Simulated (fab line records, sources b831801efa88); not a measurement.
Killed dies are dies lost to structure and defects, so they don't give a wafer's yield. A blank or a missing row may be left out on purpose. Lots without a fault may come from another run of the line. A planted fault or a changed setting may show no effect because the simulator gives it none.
Which tool did it? | flow sky130 | 15 lots, 45 wafers sampled, at 1 step of a route of 708

WHAT THE GAUGES READ, wafer by wafer
The record holds no reading of a measuring or inspecting step that can be judged against a usual standard deviation.

WHICH TOOL RAN EACH LOT (tool, then ch and the chambers of the sampled wafers, then the start)
lot  | SKY_LI_CONTACT_EXPOSE_09
L860 | krf_scanner-02 ch 0, day 27 23:05
L861 | krf_scanner-01 ch 0, day 28 07:44
L863 | krf_scanner-01 ch 0, day 29 04:52
L864 | krf_scanner-01 ch 0, day 29 13:43
L867 | krf_scanner-01 ch 0, day 30 15:10
L870 | krf_scanner-01 ch 0, day 32 14:46
L871 | krf_scanner-01 ch 0, day 32 19:01
L872 | krf_scanner-01 ch 0, day 32 21:06
L873 | krf_scanner-01 ch 0, day 33 00:41
L874 | krf_scanner-01 ch 0, day 33 07:15
L875 | krf_scanner-02, day 33 16:30
L876 | krf_scanner-01, day 34 02:10
L877 | krf_scanner-02, day 34 09:31
L882 | krf_scanner-01 ch 0, day 35 16:02
L883 | krf_scanner-01 ch 0, day 35 18:27
- SKY_LI_CONTACT_EXPOSE_09: exposes mask LICM1, target cd 170 nm.

WHAT THE TOOLS THEMSELVES READ (means of the sampled wafers that have a number; where no wafer has one, the mark that the record gives instead)
SKY_LI_CONTACT_EXPOSE_09. Usual: exposure_dose_mJ_cm2 38.00, standard deviation 0.041; focus_offset_nm -0.1 nm, standard deviation 0.46.
lot  | tool           | exposure_dose_mJ_cm2 | focus_offset_nm (nm) | flag
L860 | krf_scanner-02 | 38.03                | -0.2                 |
L861 | krf_scanner-01 | 38.02                | -0.6                 |
L863 | krf_scanner-01 | 38.02                | -0.4                 |
L864 | krf_scanner-01 | 38.03                | -0.4                 |
L867 | krf_scanner-01 | 37.97                | -0.6                 |
L870 | krf_scanner-01 | 38.05                | -0.1                 |
L871 | krf_scanner-01 | 38.00                | 0.0                  |
L872 | krf_scanner-01 | 37.98                | -0.4                 |
L873 | krf_scanner-01 | 38.00                | -0.4                 |
L874 | krf_scanner-01 | 37.95                | -0.1                 |
L875 | krf_scanner-02 | -                    | -                    | OFF
L876 | krf_scanner-01 | -                    | -                    | OFF
L877 | krf_scanner-02 | -                    | -                    | OFF
L882 | krf_scanner-01 | 38.01                | 0.3                  |
L883 | krf_scanner-01 | 38.04                | -0.1                 |

THE ANSWER, worked out from the rows above alone
Rule: a lot is off if the mean of its wafers that have a number lies more than 3 standard deviations from the usual mean. A lot without any number at a reading at which 4 lots or more have one is off too. The other lots that the step has rows for count as sound. The gauges are gone through in route order, then the tools' own readings, and for those a lot's mean is taken as printed above. The first step at which some lot is off is used, and at that step the reading that is off furthest; a lot without a number counts as furthest.
Off: L875, L876, L877, at SKY_LI_CONTACT_EXPOSE_09 (exposure_dose_mJ_cm2). Without a number there: L875, L876, L877.
A tool fits if, at that step or a process step before it, it ran every lot that is off, and no sound lot after the first of them. None of those tried fits.

WHAT THE SIMULATOR HAD PUT IN
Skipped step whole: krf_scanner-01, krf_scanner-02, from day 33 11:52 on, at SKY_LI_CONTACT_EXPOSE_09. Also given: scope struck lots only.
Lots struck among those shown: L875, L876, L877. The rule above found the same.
